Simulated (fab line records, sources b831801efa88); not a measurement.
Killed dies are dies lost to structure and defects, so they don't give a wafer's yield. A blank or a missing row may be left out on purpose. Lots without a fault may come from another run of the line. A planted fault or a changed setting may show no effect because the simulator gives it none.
Which tool did it? | flow sky130 | 14 lots, 42 wafers sampled, at 2 steps of a route of 708

WHAT THE GAUGES READ, wafer by wafer
SKY_VIA3_THK_MEAS_01. Usual: VIA3_HDPCVD_THK 1626 nm, standard deviation 16.
lot  | measured     | on            | VIA3_HDPCVD_THK (nm)        | flag
L873 | day 38 02:18 | film_metro-01 | 1610 1640 1619              |
L874 | day 38 13:42 | film_metro-01 | 1631 1650 1636              |
L875 | day 39 01:53 | film_metro-03 | 1631 1630 1642              |
L876 | day 39 03:41 | film_metro-01 | 1641 1619 1620              |
L881 | day 41 14:26 | film_metro-01 | 827 1603 1641 828 1604 1643 | OFF
L883 | day 41 15:22 | film_metro-03 | 1630 1632 1639              |
L882 | day 41 16:19 | film_metro-03 | 823 1616 1646 823 1617 1645 | OFF
L889 | day 43 04:16 | film_metro-02 | 1643 1629 1624              |
L891 | day 44 18:11 | film_metro-01 | 1635 1648 1631              |
L893 | day 44 22:00 | film_metro-03 | 1629 1634 1632              |
L894 | day 44 23:56 | film_metro-01 | 1620 1629 1613              |
L895 | day 45 00:54 | film_metro-03 | 1630 1637 1616              |
L892 | day 45 00:56 | film_metro-02 | 1613 1627 1617              |
L896 | day 45 01:36 | film_metro-03 | 1626 1626 1609              |

WHICH TOOL RAN EACH LOT (tool, then ch and the chambers of the sampled wafers, then the start)
lot  | SKY_VIA3_HDPCVD_00
L873 | hdpcvd-02 ch 0,1,2, day 38 02:08
L874 | hdpcvd-01 ch 0,1, day 38 13:31
L875 | hdpcvd-01 ch 0,2, day 39 01:43
L876 | hdpcvd-01 ch 0,2, day 39 03:32
L881 | hdpcvd-02 ch 0,1,2, day 41 14:16
L883 | hdpcvd-01 ch 1,2, day 41 15:12
L882 | hdpcvd-02 ch 0,1,2, day 41 16:10
L889 | hdpcvd-01 ch 1,2, day 43 04:05
L891 | hdpcvd-01 ch 0,1,2, day 44 18:00
L893 | hdpcvd-01 ch 0,1, day 44 21:50
L894 | hdpcvd-01 ch 0,1, day 44 23:44
L895 | hdpcvd-02 ch 0,1,2, day 45 00:43
L892 | hdpcvd-01 ch 0,2, day 45 00:46
L896 | hdpcvd-01 ch 0,2, day 45 01:26
- SKY_VIA3_HDPCVD_00: deposits SiO2, target thk 1635 nm, time 272.5 s.

WHAT THE TOOLS THEMSELVES READ (means of the sampled wafers that have a number; where no wafer has one, the mark that the record gives instead)
The record holds no such reading with a usual standard deviation.

THE ANSWER, worked out from the rows above alone
Rule: a lot is off if the mean of its wafers that have a number lies more than 3 standard deviations from the usual mean. A lot without any number at a reading at which 4 lots or more have one is off too. The other lots that the step has rows for count as sound. The gauges are gone through in route order, then the tools' own readings, and for those a lot's mean is taken as printed above. The first step at which some lot is off is used, and at that step the reading that is off furthest; a lot without a number counts as furthest.
Off: L881, L882, at SKY_VIA3_THK_MEAS_01 (VIA3_HDPCVD_THK).
A tool fits if, at a process step before that reading, it ran every lot that is off, and no sound lot after the first of them. The gauges at SKY_VIA3_THK_MEAS_01 are tried like those tools. None of those tried fits.

WHAT THE SIMULATOR HAD PUT IN
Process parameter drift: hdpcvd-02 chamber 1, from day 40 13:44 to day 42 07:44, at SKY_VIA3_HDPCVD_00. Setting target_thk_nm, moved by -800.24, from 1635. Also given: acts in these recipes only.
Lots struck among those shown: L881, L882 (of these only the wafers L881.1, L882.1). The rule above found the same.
